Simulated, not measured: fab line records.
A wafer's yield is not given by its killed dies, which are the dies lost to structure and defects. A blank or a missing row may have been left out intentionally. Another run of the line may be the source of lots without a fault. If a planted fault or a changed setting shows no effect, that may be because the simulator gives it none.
Which tool is to blame?	flow gf180mcu	7 lots (21 wafers sampled), 1 step of a 602-step route

== WHAT THE GAUGES READ, wafer by wafer ==
GF_NSD_TW_MEAS_12.
lot	measured	on	NSD_TW
L247	day 14 05:27	filmMetro-01	4240 4214 4245
L251	day 15 19:59	filmMetro-01	4248 4236 4258
L253	day 16 22:51	filmMetro-04	4174 4169 4172
L256	day 17 14:14	filmMetro-04	4171 4174 4180
L259	day 18 16:11	filmMetro-04	4194 4165 4188
L263	day 20 08:21	filmMetro-01	4246 4232 4253
L267	day 21 04:42	filmMetro-04	4217 4184 4181

== WHICH TOOL RAN EACH LOT (tool, then ch and the chambers of the sampled wafers, then the start) ==
The record holds no process step before these readings.

== THE ANSWER, worked out from the rows above alone ==
Rule: usual is defined by the lots themselves. Put in order of their means at a reading, lots are off if they are a third of the lots or fewer, leave a main group of 4 or more, and stand apart from it by a gap of 3 or more times the standard deviation of the main group's means; of several such gaps the widest counts. A main group whose means are all the same, to the digits that the tables above print for the reading, isn't used. Also off: a lot with no number at a reading for which 4 or more lots have one. All remaining lots with rows at the step are treated as sound.
Nothing can be told from this: no lot is off at any reading shown.

== WHAT THE SIMULATOR HAD INSERTED ==
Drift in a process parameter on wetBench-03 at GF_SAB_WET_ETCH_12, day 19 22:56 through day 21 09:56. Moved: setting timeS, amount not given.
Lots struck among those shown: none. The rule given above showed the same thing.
